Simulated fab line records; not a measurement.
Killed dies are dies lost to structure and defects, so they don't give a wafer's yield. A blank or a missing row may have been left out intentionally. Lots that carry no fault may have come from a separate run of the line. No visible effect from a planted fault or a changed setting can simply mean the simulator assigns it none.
A lot that was struck, set against a sound lot + flow sky130 + 17 steps out of a route of 708
Sound: wafers L845.1, L845.2, L845.4. Struck: wafer L861.4. (L861.1, L861.2 of the same lot were not struck and are left out.) The cause comes at the end.
Per side, at each step with rows, come the tool, then ch with its chambers, and then its first start. Under that, the readings that differ: sound wafers + struck wafers + difference of the means + sigmas: that difference in standard deviations of wafers without a fault.
alike: words and numbers the same on both sides, and readings whose means are apart by under 2 such deviations; not compared: readings that were withheld, readings missing a value for some wafer, numbers with overlapping values and no deviation given by the record, and bounds like >300 which may hide the same value.
A row with sigmas, a row that says differs or no value, or rows on one side alone: a step with any of these is where the two part. Numbers that don't overlap but have no deviation are shown without sigmas and don't part them. A reading that every wafer of one side lacks parts them only if that side has two wafers or more.

SKY_LI_CONTACT_CMP_02: polishes PSG.
  sound on cmp-02 ch 0,1,2, day 28 18:34; struck on cmp-02 ch 0, day 34 05:56
  alike: motor_current_A, time_to_endpoint_s
SKY_LI_CONTACT_BOW_MEAS_03:
  sound on film_metro-02, day 28 18:52; struck on film_metro-02, day 34 06:14
  alike: LI_CONTACT_BOW
then, 8 steps without rows for these wafers: SKY_LI_CONTACT_DEHYDRATE_04 (time 60 s); SKY_LI_CONTACT_HMDS_05 (prime time 60 s); SKY_LI_CONTACT_COAT_06 (resist thk 60 nm); SKY_LI_CONTACT_COAT_07 (resist thk 450 nm); SKY_LI_CONTACT_SOFTBAKE_08 (time 90 s); SKY_LI_CONTACT_EXPOSE_09 (exposes mask LICM1, target cd 170 nm); SKY_LI_CONTACT_PEB_10; SKY_LI_CONTACT_DEVELOP_11 (develop time 60 s).
SKY_LI_CONTACT_CD_MEAS_12: the cd target is 170 nm.
  sound on cd_sem-02, day 29 22:17; struck on cd_sem-02, day 35 08:39
  alike: cd_nm
SKY_LI_CONTACT_OVL_MEAS_13:
  sound on overlay-02, day 29 22:25; struck on overlay-02, day 35 08:46
  alike: LI_CONTACT_OVL
SKY_LI_CONTACT_ETCH_14: etches BARC in N2/H2, stops on SiO2, time 45.9 s, target depth 60 nm.
  sound on rie_diel-03 ch 1,2,3, day 29 22:27; struck on rie_diel-03 ch 0, day 35 08:48
| reading                                           | sound             | struck | difference | sigmas |
|---------------------------------------------------|-------------------|--------|------------|--------|
| oes_product_au (a.u.)                             | 0.855 0.854 0.845 | 1.009  | +0.158     | +32    |
| run_length_s (s)                                  | 74.3 74.0 73.4    | 42.3   | -31.6      | -77    |
| model.etch.depth_nm (nm)                          | 59.88 60.03 59.84 | 25.4   | -34.5      |        |
| model.KrF-thick_of_LI_CONTACT_COAT_07.thk_nm (nm) | 395.1 393.4 393.2 | 419.5  | +25.6      |        |
| model.LI_CONTACT.cd_nm (nm)                       | 170 169.6 170.6   | 163.3  | -6.8       |        |
  alike: drypump_motor_current_A, throttle_valve_pct
  not compared: rf_hours_counter_h
SKY_LI_CONTACT_ETCH_15: etches PSG in C4F8/O2/Ar, stops on Si, target depth 600 nm.
  sound on rie_diel-03 ch 1,2,3, day 29 22:29; struck on rie_diel-03 ch 0, day 35 08:50
| reading                                           | sound             | struck | difference | sigmas |
|---------------------------------------------------|-------------------|--------|------------|--------|
| model.KrF-thick_of_LI_CONTACT_COAT_07.thk_nm (nm) | 231.1 230.2 227.3 | 255.4  | +25.9      |        |
| model.LI_CONTACT.cd_nm (nm)                       | 170.2 169.8 170   | 163    | -7         |        |
  alike: oes_product_au
SKY_LI_CONTACT_STRIP_16: strips in O2/N2.
  sound on plasma_asher-03 ch 0,1, day 29 22:35; struck on plasma_asher-03 ch 1, day 35 08:56
| reading                      | sound             | struck | difference | sigmas |
|------------------------------|-------------------|--------|------------|--------|
| oes_product_au (a.u.)        | 0.368 0.366 0.370 | 0.390  | +0.022     | +4     |
| strip_time_to_endpoint_s (s) | 3.50 3.48 3.46    | 3.76   | +0.28      | +7     |
  alike: drypump_motor_current_A
  not compared: rf_hours_counter_h
then, 1 step without rows for these wafers: SKY_LI_CONTACT_CLEAN_17 (cleans in NMP, time 600 s).
-- here the record skips 15 days between the struck wafers' starts before and after, leaving off in module LI_CONTACT and picking up in module PAD_OPEN (first step shown: number 708 of the route) --
SKY_PAD_OPEN_PROBE_99:
  sound on prober-01, day 46 07:41; struck on prober-02, day 50 07:06
| reading                                 | sound             | struck | difference | sigmas |
|-----------------------------------------|-------------------|--------|------------|--------|
| model.etest.licon_pdiff.rc_ohm          | 583.8 598.9 552.5 | 692.6  | +114.2     |        |
| model.etest.pfet_01v8.r_on_ohm_um       | 2887 3042 3006    | 3078   | +100       |        |
| model.etest.pfet_g5v0d10v5.r_on_ohm_um  | 4705 4804 4756    | 4912   | +157       |        |
| model.etest.nfet_g5v0d10v5.r_on_ohm_um  | 1842 1888 1871    | 1921   | +54        |        |
| model.etest.licon_high_po.rc_ohm        | 343.9 343.1 343.2 | 389.4  | +46.0      |        |
| model.etest.nfet_01v8.r_on_ohm_um       | 825 859.3 853.3   | 888.8  | +42.9      |        |
| model.etest.licon_ndiff.rc_ohm          | 181.9 185.2 184.6 | 224.5  | +40.6      |        |
| model.etest.sonos_uncharged.r_on_ohm_um | 798.6 843.3 826.7 | 866.5  | +43.6      |        |
  alike: killed_at_M0_to_M3, killed_at_M4_up, killed_at_contacts, killed_at_front_end, killed_at_other, killed_dies, killed_open, killed_short

## WHERE THEY PART
First at SKY_LI_CONTACT_ETCH_14; last, within this record, at SKY_LI_CONTACT_STRIP_16. Later steps at which nothing parts them and some readings are alike: SKY_PAD_OPEN_PROBE_99.

WHY: what the simulator had put in
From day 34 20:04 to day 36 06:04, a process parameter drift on rie_diel-03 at SKY_LI_CONTACT_ETCH_14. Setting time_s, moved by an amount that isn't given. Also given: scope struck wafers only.
